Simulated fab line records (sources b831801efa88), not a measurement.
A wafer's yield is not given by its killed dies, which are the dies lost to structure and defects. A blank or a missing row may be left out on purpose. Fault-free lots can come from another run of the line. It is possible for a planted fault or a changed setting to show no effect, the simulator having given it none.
fab line records ; flow gf180mcu ; part 1 of 2: steps 1 to 28 of 39
record: lots: 5; wafers: 15; last_day: 33
route steps=602 shown DNWELL@38 NWELL@42 LVPWELL@54 MVSD@66
lots untouched by any fault: they come from a run of this same line in which no faults occurred
start_h: start of the lot's first displayed wafer, in hours after the record's first day ; wait_h: hours since the lot's step before ; " same as the row above ; L1.1+2: a single row standing in for several wafers ; - value missing, or start not given ; * or withheld: withheld ; < > ~ a bound
route shown NAME@n: a module of which the file shows steps, and the number in the route of the first ; usual: mean/standard deviation taken from wafers without a fault ; same: alike in all rows ; chamber/n: place in a boat ; sites: each site's reading ; _std_site: standard deviation of those values ; _edge_site: inner sites' mean taken away from outer sites' mean ; radius_mm: for every site, how far away it sits from the centre of the wafer ; mask NAME#n: copy n ; behind: the tool/chamber that last shaped the wafer ; hold: reason for holding the lot/hours on hold/outcome of the hold ; device: which transistor (n, p or np) failed to switch ; end of line: the route-end tests of the same wafers ; a step without rows: its recipe alone ; killed: dies lost to structure and defects at the first sort, not the wafer's yield ; map: the dies of a wafer, with x for killed, . for not killed, _ for no die there
set.NAME: the setting that was run; set.NAME@STEP: the one run at that earlier step ; model.NAME: the simulator's own value behind a step, which no gauge read
certain route steps with their lots: each step a table, each wafer a row
services: when a tool's chamber went out of use (start_h, in hours from the record's first day, below 0 if earlier), for how many hours, and the reason
== steps ==
step: GF_DNWELL_DEVELOP_06
recipe: wall_angle_deg: 90; develop_time_s: 60; dev_temp_c: 23
usual: exhaust_pa: 45.2/0.88
lot.wafer;tool;chamber;start_h;wait_h;exhaust_pa
L082.2;litho_track-03;0;-;-;46.0
L082.5;litho_track-03;0;-;-;47.0
L082.6;litho_track-03;0;-;-;46.1
L086.1;litho_track-01;0;-;-;45.4
L086.2;litho_track-01;0;-;-;45.6
L086.3;litho_track-01;0;-;-;45.5
L089.2;litho_track-01;0;-;-;45.6
L089.5;litho_track-01;0;-;-;46.8
L089.6;litho_track-01;0;-;-;45.5
L091.2;litho_track-01;0;-;-;45.0
L091.4;litho_track-01;0;-;-;44.8
L091.6;litho_track-01;0;-;-;44.6
L093.3;litho_track-01;0;-;-;45.2
L093.4;litho_track-01;0;-;-;46.5
L093.5;litho_track-01;0;-;-;46.9
step: GF_DNWELL_IMPLANT_07
recipe: species: P; energy_kev: 1500; dose_cm2: 9.751e+12; tilt_deg: 0
lot.wafer;tool;chamber;start_h;wait_h
L082.2+5+6;implanter-02;0;84.18;-
L086.1+2+3;implanter-04;0;106.24;-
L089.2+5+6;implanter-02;0;121.67;-
L091.2+4+6;implanter-04;0;132.47;-
L093.3+4+5;implanter-03;0;143.29;-
step: GF_DNWELL_STRIP_08
recipe: chemistry: O2/N2; power_w: 1400; pressure_mtorr: 1500; platen_temp_c: 250; o2_flow_sccm: 3000; n2_flow_sccm: 300; overash_fraction: 0.5
usual: drypump_motor_current_A: 5.8/0.77; heater_power_w: 325/42; o2_flow_sccm: 3001/8.4; oes_product_au: 0.722/0.0047; strip_time_to_endpoint_s: 36.96/0.095
lot.wafer;tool;chamber;start_h;wait_h;drypump_motor_current_A;heater_power_w;o2_flow_sccm;oes_product_au;rf_hours_counter_h;strip_time_to_endpoint_s
L082.2;plasma_asher-03;1;84.30;0.1;4.6;370;2994;0.729;43;37.03
L082.5;plasma_asher-03;1;84.30;0.1;4.7;365;2992;0.721;-;36.89
L082.6;plasma_asher-03;0;84.30;0.1;5.2;285;3002;0.715;-;37.06
L086.1;plasma_asher-03;1;106.39;0.1;4.6;372;2990;0.724;46;36.91
L086.2;plasma_asher-03;0;106.39;0.1;5.2;282;3022;0.727;46;37.00
L086.3;plasma_asher-03;0;106.39;0.1;5.2;285;3004;0.722;-;37.04
L089.2;plasma_asher-02;0;121.79;0.1;6.7;322;3000;0.720;0;36.99
L089.5;plasma_asher-02;1;121.79;0.1;5.5;340;3006;0.719;-;37.02
L089.6;plasma_asher-02;0;121.79;0.1;6.7;315;2995;0.720;-;36.93
L091.2;plasma_asher-02;0;132.59;0.1;6.8;320;2986;0.725;2;36.99
L091.4;plasma_asher-02;0;132.59;0.1;6.7;323;2998;0.729;-;37.03
L091.6;plasma_asher-02;1;132.59;0.1;5.4;344;3004;0.717;-;37.15
L093.3;plasma_asher-01;0;143.43;0.1;6.3;385;2987;0.719;-;37.08
L093.4;plasma_asher-01;1;143.43;0.1;6.6;271;2998;0.731;-;37.05
L093.5;plasma_asher-01;0;143.43;0.1;6.3;371;3009;0.725;-;37.00
step: GF_DNWELL_TW_MEAS_09
usual: DNWELL_TW: 1348/10
lot.wafer;tool;chamber;start_h;wait_h;DNWELL_TW
L082.2;film_metro-03;-;84.41;0.1;1323
L082.5;film_metro-03;-;84.41;0.1;1326
L082.6;film_metro-03;-;84.41;0.1;1337
L086.1;film_metro-01;-;106.49;0.1;1361
L086.2;film_metro-01;-;106.49;0.1;1362
L086.3;film_metro-01;-;106.49;0.1;1354
L089.2;film_metro-04;-;121.90;0.1;1357
L089.5;film_metro-04;-;121.90;0.1;1360
L089.6;film_metro-04;-;121.90;0.1;1355
L091.2;film_metro-04;-;132.70;0.1;1351
L091.4;film_metro-04;-;132.70;0.1;1354
L091.6;film_metro-04;-;132.70;0.1;1357
L093.3;film_metro-01;-;143.51;0.1;1356
L093.4;film_metro-01;-;143.51;0.1;1354
L093.5;film_metro-01;-;143.51;0.1;1355
step: GF_NWELL_DEHYDRATE_00
recipe: temp_c: 200; time_s: 60
usual: exhaust_pa: 44.9/0.92
lot.wafer;tool;chamber;start_h;wait_h;exhaust_pa
L082.2;litho_track-04;0;90.73;6.3;45.6
L082.5;litho_track-04;0;90.73;6.3;45.1
L082.6;litho_track-04;0;90.73;6.3;46.0
L086.1;litho_track-02;0;113.43;6.9;43.7
L086.2;litho_track-02;0;113.43;6.9;43.6
L086.3;litho_track-02;0;113.43;6.9;44.2
L089.2;litho_track-03;0;129.58;7.7;43.8
L089.5;litho_track-03;0;129.58;7.7;45.0
L089.6;litho_track-03;0;129.58;7.7;43.4
L091.2;litho_track-03;0;139.38;6.7;43.3
L091.4;litho_track-03;0;139.38;6.7;44.6
L091.6;litho_track-03;0;139.38;6.7;44.0
L093.3;litho_track-04;0;150.26;6.7;44.3
L093.4;litho_track-04;0;150.26;6.7;43.9
L093.5;litho_track-04;0;150.26;6.7;44.3
step: GF_NWELL_HMDS_01
recipe: prime_time_s: 60; prime_temp_c: 120
usual: exhaust_pa: 45.1/0.81
lot.wafer;tool;chamber;start_h;wait_h;exhaust_pa
L082.2;litho_track-04;0;90.88;0.1;45.9
L082.5;litho_track-04;0;90.88;0.1;44.7
L082.6;litho_track-04;0;90.88;0.1;44.9
L086.1;litho_track-02;0;113.58;0.1;45.4
L086.2;litho_track-02;0;113.58;0.1;44.9
L086.3;litho_track-02;0;113.58;0.1;44.6
L089.2;litho_track-03;0;129.73;0.1;44.7
L089.5;litho_track-03;0;129.73;0.1;43.1
L089.6;litho_track-03;0;129.73;0.1;44.7
L091.2;litho_track-03;0;139.53;0.1;45.2
L091.4;litho_track-03;0;139.53;0.1;45.2
L091.6;litho_track-03;0;139.53;0.1;44.8
L093.3;litho_track-04;0;150.41;0.1;45.7
L093.4;litho_track-04;0;150.41;0.1;44.7
L093.5;litho_track-04;0;150.41;0.1;44.7
step: GF_NWELL_COAT_02
recipe: spin_rpm: 2034; resist_thk_nm: 3000
usual: exhaust_pa: 44.9/0.96
lot.wafer;tool;chamber;start_h;wait_h;exhaust_pa
L082.2;litho_track-04;0;91.03;0.1;45.4
L082.5;litho_track-04;0;91.03;0.1;44.7
L082.6;litho_track-04;0;91.03;0.1;44.2
L086.1;litho_track-02;0;113.73;0.1;43.0
L086.2;litho_track-02;0;113.73;0.1;43.1
L086.3;litho_track-02;0;113.73;0.1;42.2
L089.2;litho_track-03;0;129.88;0.1;44.4
L089.5;litho_track-03;0;129.88;0.1;44.7
L089.6;litho_track-03;0;129.88;0.1;46.4
L091.2;litho_track-03;0;139.68;0.1;46.9
L091.4;litho_track-03;0;139.68;0.1;45.3
L091.6;litho_track-03;0;139.68;0.1;46.0
L093.3;litho_track-04;0;150.56;0.1;45.2
L093.4;litho_track-04;0;150.56;0.1;45.9
L093.5;litho_track-04;0;150.56;0.1;45.7
step: GF_NWELL_SOFTBAKE_03
recipe: temp_c: 110; time_s: withheld
usual: exhaust_pa: 45.2/0.87
lot.wafer;tool;chamber;start_h;wait_h;exhaust_pa
L082.2;litho_track-04;0;91.19;0.1;44.3
L082.5;litho_track-04;0;91.19;0.1;44.5
L082.6;litho_track-04;0;91.19;0.1;44.7
L086.1;litho_track-02;0;113.88;0.1;44.8
L086.2;litho_track-02;0;113.88;0.1;44.3
L086.3;litho_track-02;0;113.88;0.1;44.9
L089.2;litho_track-03;0;130.04;0.1;45.8
L089.5;litho_track-03;0;130.04;0.1;45.4
L089.6;litho_track-03;0;130.04;0.1;43.7
L091.2;litho_track-03;0;139.84;0.1;44.6
L091.4;litho_track-03;0;139.84;0.1;43.8
L091.6;litho_track-03;0;139.84;0.1;45.6
L093.3;litho_track-04;0;150.72;0.1;44.7
L093.4;litho_track-04;0;150.72;0.1;44.7
L093.5;litho_track-04;0;150.72;0.1;44.6
step: GF_NWELL_EXPOSE_04
recipe: mask_id: Nwell; target_cd_nm: 860; na: 0.6; source_shape: conventional; sigma_outer: 0.6; dose_mj: 260
same: na: 0.6
lot.wafer;tool;chamber;start_h;wait_h;mask
L082.2+5+6;iline_stepper-01;0;-;-;Nwell#0
L086.1+2+3;iline_stepper-01;0;-;-;Nwell#0
L089.2+5+6;iline_stepper-02;0;-;-;Nwell#0
L091.2+4+6;iline_stepper-01;0;-;-;Nwell#0
L093.3+4+5;iline_stepper-02;0;-;-;Nwell#0
step: GF_NWELL_PEB_05
recipe: temp_c: 115; time_s: withheld
usual: exhaust_pa: 44.9/0.93
lot.wafer;tool;chamber;start_h;wait_h;exhaust_pa
L082.2;litho_track-02;0;-;-;45.1
L082.5;litho_track-02;0;-;-;44.4
L082.6;litho_track-02;0;-;-;44.1
L086.1;litho_track-02;0;-;-;44.2
L086.2;litho_track-02;0;-;-;43.3
L086.3;litho_track-02;0;-;-;45.2
L089.2;litho_track-03;0;-;-;43.0
L089.5;litho_track-03;0;-;-;44.2
L089.6;litho_track-03;0;-;-;42.1
L091.2;litho_track-02;0;-;-;45.7
L091.4;litho_track-02;0;-;-;45.8
L091.6;litho_track-02;0;-;-;46.0
L093.3;litho_track-02;0;-;-;45.3
L093.4;litho_track-02;0;-;-;45.3
L093.5;litho_track-02;0;-;-;44.1
step: GF_NWELL_DEVELOP_06
recipe: wall_angle_deg: 90; develop_time_s: 60; dev_temp_c: 23
usual: exhaust_pa: 45.0/0.94
lot.wafer;tool;chamber;start_h;wait_h;exhaust_pa
L082.2;litho_track-02;0;-;-;44.1
L082.5;litho_track-02;0;-;-;45.2
L082.6;litho_track-02;0;-;-;43.5
L086.1;litho_track-02;0;-;-;44.7
L086.2;litho_track-02;0;-;-;45.0
L086.3;litho_track-02;0;-;-;44.5
L089.2;litho_track-03;0;-;-;44.0
L089.5;litho_track-03;0;-;-;44.6
L089.6;litho_track-03;0;-;-;44.9
L091.2;litho_track-02;0;-;-;45.6
L091.4;litho_track-02;0;-;-;46.1
L091.6;litho_track-02;0;-;-;45.4
L093.3;litho_track-02;0;-;-;45.4
L093.4;litho_track-02;0;-;-;45.6
L093.5;litho_track-02;0;-;-;45.0
step: GF_NWELL_OVL_MEAS_07
usual: NWELL_OVL: -1.6/1.3
lot.wafer;tool;chamber;start_h;wait_h;NWELL_OVL[nm]
L082.2;overlay-02;-;98.53;-;-1.7
L082.5;overlay-02;-;98.53;-;-3.8
L082.6;overlay-02;-;98.53;-;-1.9
L086.1;overlay-02;-;121.13;-;-1.6
L086.2;overlay-02;-;121.13;-;0.2
L086.3;overlay-02;-;121.13;-;0.9
L089.2;overlay-01;-;137.11;-;-3.2
L089.5;overlay-01;-;137.11;-;-3.5
L089.6;overlay-01;-;137.11;-;-3.8
L091.2;overlay-01;-;147.93;-;-2.2
L091.4;overlay-01;-;147.93;-;-1.3
L091.6;overlay-01;-;147.93;-;-1.4
L093.3;overlay-01;-;158.99;-;-0.3
L093.4;overlay-01;-;158.99;-;-1.9
L093.5;overlay-01;-;158.99;-;-1.9
step: GF_NWELL_IMPLANT_08
recipe: species: P; energy_kev: 450; dose_cm2: 1.5e+13; tilt_deg: 0
lot.wafer;tool;chamber;start_h;wait_h
L082.2+5+6;implanter-01;0;98.69;0.2
L086.1+2+3;implanter-02;0;121.16;0.0
L089.2+5+6;implanter-02;0;137.16;0.0
L091.2+4+6;implanter-02;0;147.99;0.0
L093.3+4+5;implanter-03;0;159.06;0.1
step: GF_NWELL_IMPLANT_09
recipe: species: P; energy_kev: 160; dose_cm2: 4e+12; tilt_deg: 0
lot.wafer;tool;chamber;start_h;wait_h
L082.2+5+6;implanter-01;0;98.84;0.1
L086.1+2+3;implanter-02;0;121.31;0.1
L089.2+5+6;implanter-02;0;137.31;0.1
L091.2+4+6;implanter-02;0;148.14;0.1
L093.3+4+5;implanter-03;0;159.21;0.1
step: GF_NWELL_STRIP_10
recipe: chemistry: O2/N2; power_w: 1400; pressure_mtorr: 1500; platen_temp_c: 250; o2_flow_sccm: 3000; n2_flow_sccm: 300; overash_fraction: 0.5
usual: drypump_motor_current_A: 5.9/0.58; heater_power_w: 351/33; o2_flow_sccm: 2999/8.9; oes_product_au: 0.722/0.0048; strip_time_to_endpoint_s: 36.64/0.095
lot.wafer;tool;chamber;start_h;wait_h;drypump_motor_current_A;heater_power_w;o2_flow_sccm;oes_product_au;rf_hours_counter_h;strip_time_to_endpoint_s
L082.2;plasma_asher-03;0;98.97;0.1;5.2;278;2993;0.727;45;36.70
L082.5;plasma_asher-03;1;98.97;0.1;4.6;360;3015;0.718;-;36.80
L082.6;plasma_asher-03;0;98.97;0.1;5.2;289;3002;0.725;-;36.72
L086.1;plasma_asher-02;1;121.46;0.1;5.4;344;3003;0.718;0;36.64
L086.2;plasma_asher-02;0;121.46;0.1;6.7;330;3010;0.727;0;36.48
L086.3;plasma_asher-02;1;121.46;0.1;5.5;342;3001;0.728;-;36.56
L089.2;plasma_asher-04;1;137.44;0.1;6.1;401;2995;0.719;48;36.65
L089.5;plasma_asher-04;0;137.44;0.1;6.1;345;3025;0.720;-;36.67
L089.6;plasma_asher-04;1;137.44;0.1;6.1;397;3003;0.722;-;36.71
L091.2;plasma_asher-04;1;148.26;0.1;6.1;394;3005;0.719;49;36.66
L091.4;plasma_asher-04;1;148.26;0.1;6.1;389;2997;0.717;-;36.48
L091.6;plasma_asher-04;0;148.26;0.1;6.1;351;2983;0.719;-;36.54
L093.3;plasma_asher-04;1;159.34;0.1;6.1;400;2986;0.720;-;36.68
L093.4;plasma_asher-04;0;159.34;0.1;6.1;352;2999;0.716;-;36.56
L093.5;plasma_asher-04;1;159.34;0.1;6.1;386;2999;0.729;-;36.69
step: GF_NWELL_TW_MEAS_11
usual: NWELL_TW: 1577/11
lot.wafer;tool;chamber;start_h;wait_h;NWELL_TW
L082.2;film_metro-02;-;99.08;0.1;1579
L082.5;film_metro-02;-;99.08;0.1;1568
L082.6;film_metro-02;-;99.08;0.1;1582
L086.1;film_metro-03;-;121.56;0.1;1566
L086.2;film_metro-03;-;121.56;0.1;1574
L086.3;film_metro-03;-;121.56;0.1;1565
L089.2;film_metro-01;-;137.55;0.1;1588
L089.5;film_metro-01;-;137.55;0.1;1593
L089.6;film_metro-01;-;137.55;0.1;1588
L091.2;film_metro-01;-;148.37;0.1;1593
L091.4;film_metro-01;-;148.37;0.1;1597
L091.6;film_metro-01;-;148.37;0.1;1597
L093.3;film_metro-01;-;159.43;0.1;1587
L093.4;film_metro-01;-;159.43;0.1;1588
L093.5;film_metro-01;-;159.43;0.1;1586
step: GF_LVPWELL_DEHYDRATE_00
recipe: temp_c: 200; time_s: 60
usual: exhaust_pa: 44.8/0.9
lot.wafer;tool;chamber;start_h;wait_h;exhaust_pa
L082.2;litho_track-04;0;105.43;6.3;46.6
L082.5;litho_track-04;0;105.43;6.3;47.0
L082.6;litho_track-04;0;105.43;6.3;47.4
L086.1;litho_track-01;0;128.74;7.2;44.2
L086.2;litho_track-01;0;128.74;7.2;44.8
L086.3;litho_track-01;0;128.74;7.2;44.6
L089.2;litho_track-04;0;145.08;7.5;44.5
L089.5;litho_track-04;0;145.08;7.5;44.7
L089.6;litho_track-04;0;145.08;7.5;44.2
L091.2;litho_track-01;0;155.32;6.9;44.3
L091.4;litho_track-01;0;155.32;6.9;43.0
L091.6;litho_track-01;0;155.32;6.9;44.2
L093.3;litho_track-02;0;166.47;7.0;43.9
L093.4;litho_track-02;0;166.47;7.0;45.9
L093.5;litho_track-02;0;166.47;7.0;45.4
step: GF_LVPWELL_HMDS_01
recipe: prime_time_s: 60; prime_temp_c: 120
usual: exhaust_pa: 44.8/0.88
lot.wafer;tool;chamber;start_h;wait_h;exhaust_pa
L082.2;litho_track-04;0;105.58;0.1;45.1
L082.5;litho_track-04;0;105.58;0.1;43.0
L082.6;litho_track-04;0;105.58;0.1;44.4
L086.1;litho_track-01;0;128.89;0.1;44.4
L086.2;litho_track-01;0;128.89;0.1;44.3
L086.3;litho_track-01;0;128.89;0.1;46.3
L089.2;litho_track-04;0;145.23;0.1;44.9
L089.5;litho_track-04;0;145.23;0.1;45.8
L089.6;litho_track-04;0;145.23;0.1;45.4
L091.2;litho_track-01;0;155.47;0.1;45.4
L091.4;litho_track-01;0;155.47;0.1;45.9
L091.6;litho_track-01;0;155.47;0.1;46.2
L093.3;litho_track-02;0;166.62;0.1;43.7
L093.4;litho_track-02;0;166.62;0.1;44.9
L093.5;litho_track-02;0;166.62;0.1;43.6
step: GF_LVPWELL_COAT_02
recipe: spin_rpm: 2000; resist_thk_nm: 3000
usual: exhaust_pa: 44.9/0.86
lot.wafer;tool;chamber;start_h;wait_h;exhaust_pa
L082.2;litho_track-04;0;105.73;0.1;45.3
L082.5;litho_track-04;0;105.73;0.1;45.9
L082.6;litho_track-04;0;105.73;0.1;46.1
L086.1;litho_track-01;0;129.04;0.1;44.5
L086.2;litho_track-01;0;129.04;0.1;44.3
L086.3;litho_track-01;0;129.04;0.1;43.3
L089.2;litho_track-04;0;145.38;0.1;46.0
L089.5;litho_track-04;0;145.38;0.1;46.1
L089.6;litho_track-04;0;145.38;0.1;45.6
L091.2;litho_track-01;0;155.62;0.1;45.6
L091.4;litho_track-01;0;155.62;0.1;46.0
L091.6;litho_track-01;0;155.62;0.1;44.7
L093.3;litho_track-02;0;166.77;0.1;46.6
L093.4;litho_track-02;0;166.77;0.1;45.2
L093.5;litho_track-02;0;166.77;0.1;45.5
step: GF_LVPWELL_SOFTBAKE_03
recipe: temp_c: 110; time_s: withheld
usual: exhaust_pa: 44.9/0.86
lot.wafer;tool;chamber;start_h;wait_h;exhaust_pa
L082.2;litho_track-04;0;105.89;0.1;45.0
L082.5;litho_track-04;0;105.89;0.1;45.2
L082.6;litho_track-04;0;105.89;0.1;44.9
L086.1;litho_track-01;0;129.19;0.1;44.8
L086.2;litho_track-01;0;129.19;0.1;45.4
L086.3;litho_track-01;0;129.19;0.1;45.5
L089.2;litho_track-04;0;145.54;0.1;45.1
L089.5;litho_track-04;0;145.54;0.1;45.6
L089.6;litho_track-04;0;145.54;0.1;46.0
L091.2;litho_track-01;0;155.78;0.1;45.7
L091.4;litho_track-01;0;155.78;0.1;45.5
L091.6;litho_track-01;0;155.78;0.1;45.9
L093.3;litho_track-02;0;166.94;0.1;45.5
L093.4;litho_track-02;0;166.94;0.1;45.0
L093.5;litho_track-02;0;166.94;0.1;43.7
step: GF_LVPWELL_EXPOSE_04
recipe: mask_id: LVPWELL; target_cd_nm: 600; na: 0.6; source_shape: conventional; sigma_outer: 0.6; dose_mj: 260
same: na: 0.6
lot.wafer;tool;chamber;start_h;wait_h;mask
L082.2+5+6;iline_stepper-01;0;-;-;LVPWELL#0
L086.1+2+3;iline_stepper-02;0;-;-;LVPWELL#0
L089.2+5+6;iline_stepper-02;0;-;-;LVPWELL#0
L091.2+4+6;iline_stepper-01;0;-;-;LVPWELL#0
L093.3+4+5;iline_stepper-01;0;-;-;LVPWELL#0
step: GF_LVPWELL_PEB_05
recipe: temp_c: 115; time_s: withheld
usual: exhaust_pa: 45.0/0.84
lot.wafer;tool;chamber;start_h;wait_h;exhaust_pa
L082.2;litho_track-04;0;-;-;44.5
L082.5;litho_track-04;0;-;-;44.3
L082.6;litho_track-04;0;-;-;44.8
L086.1;litho_track-02;0;-;-;46.2
L086.2;litho_track-02;0;-;-;47.5
L086.3;litho_track-02;0;-;-;45.2
L089.2;litho_track-04;0;-;-;44.0
L089.5;litho_track-04;0;-;-;46.2
L089.6;litho_track-04;0;-;-;44.4
L091.2;litho_track-04;0;-;-;45.8
L091.4;litho_track-04;0;-;-;44.1
L091.6;litho_track-04;0;-;-;44.8
L093.3;litho_track-02;0;-;-;44.9
L093.4;litho_track-02;0;-;-;45.0
L093.5;litho_track-02;0;-;-;44.8
step: GF_LVPWELL_DEVELOP_06
recipe: wall_angle_deg: 90; develop_time_s: 60; dev_temp_c: 23
usual: exhaust_pa: 45.1/0.8
lot.wafer;tool;chamber;start_h;wait_h;exhaust_pa
L082.2;litho_track-04;0;-;-;46.3
L082.5;litho_track-04;0;-;-;47.0
L082.6;litho_track-04;0;-;-;44.2
L086.1;litho_track-02;0;-;-;45.1
L086.2;litho_track-02;0;-;-;45.7
L086.3;litho_track-02;0;-;-;45.2
L089.2;litho_track-04;0;-;-;44.3
L089.5;litho_track-04;0;-;-;43.2
L089.6;litho_track-04;0;-;-;45.7
L091.2;litho_track-04;0;-;-;46.2
L091.4;litho_track-04;0;-;-;43.6
L091.6;litho_track-04;0;-;-;44.3
L093.3;litho_track-02;0;-;-;44.5
L093.4;litho_track-02;0;-;-;44.8
L093.5;litho_track-02;0;-;-;44.4
step: GF_LVPWELL_OVL_MEAS_07
usual: LVPWELL_OVL: 0.1/1.4
lot.wafer;tool;chamber;start_h;wait_h;LVPWELL_OVL[nm]
L082.2;overlay-02;-;113.26;-;-0.6
L082.5;overlay-02;-;113.26;-;-1.2
L082.6;overlay-02;-;113.26;-;1.4
L086.1;overlay-02;-;136.73;-;-0.6
L086.2;overlay-02;-;136.73;-;1.1
L086.3;overlay-02;-;136.73;-;0.5
L089.2;overlay-01;-;153.26;-;-0.7
L089.5;overlay-01;-;153.26;-;-0.2
L089.6;overlay-01;-;153.26;-;-1.7
L091.2;overlay-01;-;164.11;-;-1.5
L091.4;overlay-01;-;164.11;-;-2.3
L091.6;overlay-01;-;164.11;-;-2.5
L093.3;overlay-01;-;175.19;-;-1.0
L093.4;overlay-01;-;175.19;-;0.1
L093.5;overlay-01;-;175.19;-;0.8
step: GF_LVPWELL_IMPLANT_08
recipe: species: B; energy_kev: 170; dose_cm2: 1.5e+13; tilt_deg: 0
lot.wafer;tool;chamber;start_h;wait_h
L082.2+5+6;implanter-04;0;113.32;0.0
L086.1+2+3;implanter-04;0;136.76;0.0
L089.2+5+6;implanter-01;0;153.32;0.0
L091.2+4+6;implanter-01;0;164.17;0.0
L093.3+4+5;implanter-04;0;175.26;0.1
step: GF_LVPWELL_IMPLANT_09
recipe: species: B; energy_kev: 60; dose_cm2: 5e+12; tilt_deg: 0
lot.wafer;tool;chamber;start_h;wait_h
L082.2+5+6;implanter-04;0;113.47;0.1
L086.1+2+3;implanter-04;0;136.91;0.1
L089.2+5+6;implanter-01;0;153.47;0.1
L091.2+4+6;implanter-01;0;164.32;0.1
L093.3+4+5;implanter-04;0;175.41;0.1
step: GF_LVPWELL_STRIP_10
recipe: chemistry: O2/N2; power_w: 1400; pressure_mtorr: 1500; platen_temp_c: 250; o2_flow_sccm: 3000; n2_flow_sccm: 300; overash_fraction: 0.5
usual: drypump_motor_current_A: 5.8/0.64; heater_power_w: 346/44; o2_flow_sccm: 3001/8.9; oes_product_au: 0.722/0.0048; strip_time_to_endpoint_s: 36.92/0.083
lot.wafer;tool;chamber;start_h;wait_h;drypump_motor_current_A;heater_power_w;o2_flow_sccm;oes_product_au;rf_hours_counter_h;strip_time_to_endpoint_s
L082.2;plasma_asher-03;0;113.59;0.1;5.2;282;3004;0.721;46;36.96
L082.5;plasma_asher-03;1;113.59;0.1;4.7;358;3013;0.725;-;36.97
L082.6;plasma_asher-03;0;113.59;0.1;5.2;285;3002;0.724;-;37.02
L086.1;plasma_asher-01;0;137.06;0.1;6.2;390;3004;0.720;33;36.95
L086.2;plasma_asher-01;1;137.06;0.1;6.6;270;2990;0.718;33;37.02
L086.3;plasma_asher-01;1;137.06;0.1;6.6;262;3004;0.725;-;36.93
L089.2;plasma_asher-04;1;153.59;0.1;6.1;394;3006;0.730;49;37.09
L089.5;plasma_asher-04;0;153.59;0.1;6.1;349;2996;0.729;-;37.04
L089.6;plasma_asher-04;1;153.59;0.1;6.1;386;3017;0.717;-;36.95
L091.2;plasma_asher-04;1;164.44;0.1;6.1;390;2991;0.733;50;36.96
L091.4;plasma_asher-04;1;164.44;0.1;6.1;389;3007;0.723;-;36.91
L091.6;plasma_asher-04;1;164.44;0.1;6.1;392;2994;0.712;-;36.89
L093.3;plasma_asher-04;1;175.54;0.1;6.1;393;3002;0.711;-;36.90
L093.4;plasma_asher-04;0;175.54;0.1;6.1;347;2987;0.721;-;36.80
L093.5;plasma_asher-04;1;175.54;0.1;6.1;395;3003;0.718;-;36.89
step: GF_LVPWELL_TW_MEAS_11
usual: LVPWELL_TW: 560/3.4
lot.wafer;tool;chamber;start_h;wait_h;LVPWELL_TW
L082.2;film_metro-02;-;113.70;0.1;563
L082.5;film_metro-02;-;113.70;0.1;560
L082.6;film_metro-02;-;113.70;0.1;561
L086.1;film_metro-03;-;137.16;0.1;553
L086.2;film_metro-03;-;137.16;0.1;553
L086.3;film_metro-03;-;137.16;0.1;558
L089.2;film_metro-03;-;153.70;0.1;556
L089.5;film_metro-03;-;153.70;0.1;557
L089.6;film_metro-03;-;153.70;0.1;557
L091.2;film_metro-03;-;164.55;0.1;557
L091.4;film_metro-03;-;164.55;0.1;559
L091.6;film_metro-03;-;164.55;0.1;553
L093.3;film_metro-02;-;175.63;0.1;561
L093.4;film_metro-02;-;175.63;0.1;561
L093.5;film_metro-02;-;175.63;0.1;561
